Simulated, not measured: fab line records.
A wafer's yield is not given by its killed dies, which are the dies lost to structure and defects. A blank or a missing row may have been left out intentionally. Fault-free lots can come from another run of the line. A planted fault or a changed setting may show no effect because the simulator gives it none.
A lot that was struck, set against a sound lot | flow sky130 | 17 steps out of a route of 708
Sound: these wafers, L571.1, L571.5, L571.6. Struck: wafers L580.4, L580.6 (left out: L580.3, a lot-mate that was not struck); the cause follows at the end.
Per side, at each step with rows, come the tool, then ch with its chambers, and then its first start. Under that, the readings that differ: sound wafers | struck wafers | difference of the means | sigmas: that difference in standard deviations of wafers without a fault.
alike: a reading whose means differ by less than 2 such deviations, as well as words and numbers matching on both sides. not compared: withheld readings; readings where some wafer has no value; bounds like >300 that might hide an equal value; numbers whose values overlap and for which the record gives no deviation.
Wherever a step has rows on one side only, a row that says differs or no value, or a row with sigmas, the two part there. Numbers that have no deviation but don't overlap get no sigmas and don't part them. A reading missing from all wafers of one side parts the sides only when that side holds two or more wafers.

SKY_LOCAL_INTERCONNECT_RS_MEAS_01: measurement is done with a four-point probe.
  sound: film-metro-01 at day 30 01:05; struck: film-metro-03 at day 32 21:56
  alike: LOCAL_INTERCONNECT_TIN_RS
SKY_LOCAL_INTERCONNECT_THK_MEAS_02: measures by xrf.
  sound: film-metro-01 at day 30 01:13; struck: film-metro-03 at day 32 22:02
  alike: LOCAL_INTERCONNECT_TIN_THK
then, 8 steps without rows for these wafers: SKY_LOCAL_INTERCONNECT_DEHYDRATE_03 (time 60 s); SKY_LOCAL_INTERCONNECT_HMDS_04 (prime time 60 s); SKY_LOCAL_INTERCONNECT_COAT_05 (resist thk 60 nm); SKY_LOCAL_INTERCONNECT_COAT_06 (resist thk 450 nm); SKY_LOCAL_INTERCONNECT_SOFTBAKE_07 (time 90 s); SKY_LOCAL_INTERCONNECT_EXPOSE_08 (exposes mask LI1M, target cd 170 nm); SKY_LOCAL_INTERCONNECT_PEB_09; SKY_LOCAL_INTERCONNECT_DEVELOP_10 (develop time 60 s).
SKY_LOCAL_INTERCONNECT_CD_MEAS_11: target cd 170 nm.
  sound: cd-sem-02 at day 31 05:25; struck: cd-sem-01 at day 34 01:59
  alike: cd-nm
SKY_LOCAL_INTERCONNECT_OVL_MEAS_12:
  sound: overlay-02 at day 31 05:32; struck: overlay-01 at day 34 02:04
  alike: LOCAL_INTERCONNECT_OVL
SKY_LOCAL_INTERCONNECT_ETCH_13: etches BARC in N2/H2, stops on SiO2, time 45.9 s, target depth 60 nm.
  sound on rie-metal-01 ch 0,1, day 31 05:34; struck on rie-metal-02 ch 0,1, day 34 02:07
  reading                                                   | sound             | struck      | difference | sigmas
  model.KrF-thick_of_LOCAL_INTERCONNECT_COAT_06.thk-nm (nm) | 393.4 392.5 393.1 | 401.5 398.6 | +7.1       |
  alike: drypump-motor-current-A, oes-product-au, throttle-valve-pct
  not compared: rf-hours-counter-h
SKY_LOCAL_INTERCONNECT_METAL_ETCH_14: etches TiN in Cl2/BCl3, stops on PSG, target depth 110 nm, time 31.4 s.
  sound on rie-metal-01 ch 0,1, day 31 05:38; struck on rie-metal-02 ch 0,1, day 34 02:10
  reading                                                   | sound             | struck      | difference | sigmas
  model.KrF-thick_of_LOCAL_INTERCONNECT_COAT_06.thk-nm (nm) | 349.5 347.6 348.9 | 357.6 353.8 | +7.0       |
  alike: drypump-motor-current-A, oes-product-au, throttle-valve-pct
  not compared: rf-hours-counter-h
SKY_LOCAL_INTERCONNECT_STRIP_15: strips in O2/N2.
  sound on plasma-asher-02 ch 0,1, day 31 05:41; struck on plasma-asher-03 ch 1, day 34 02:14
  reading                      | sound             | struck      | difference | sigmas
  oes-product-au (a.u.)        | 0.415 0.423 0.426 | 0.433 0.429 | +0.010     | +2
  strip-time-to-endpoint-s (s) | 4.752 4.698 4.722 | 4.809 4.783 | +0.072     | +4
  alike: drypump-motor-current-A
  not compared: rf-hours-counter-h
then, 1 step without rows for these wafers: SKY_LOCAL_INTERCONNECT_STRIP_16 (strips in post etch residue remover, time 1200 s).
-- here the record skips 15 days between the struck wafers' starts before and after, leaving off in module LOCAL_INTERCONNECT and picking up in module PAD_OPEN (first step shown: number 708 of the route) --
SKY_PAD_OPEN_PROBE_99:
  sound: prober-01 at day 46 18:50; struck: prober-02 at day 49 00:35
  alike: killed_at_M0_to_M3, killed_at_M4_up, killed-at-contacts, killed-at-front-end, killed-at-other, killed-dies, killed-open, killed-short

== WHERE THEY PART ==
SKY_LOCAL_INTERCONNECT_STRIP_15 only, going by this record. Later steps at which nothing parts them and some readings are alike: SKY_PAD_OPEN_PROBE_99.

WHY: what had been put in by the simulator
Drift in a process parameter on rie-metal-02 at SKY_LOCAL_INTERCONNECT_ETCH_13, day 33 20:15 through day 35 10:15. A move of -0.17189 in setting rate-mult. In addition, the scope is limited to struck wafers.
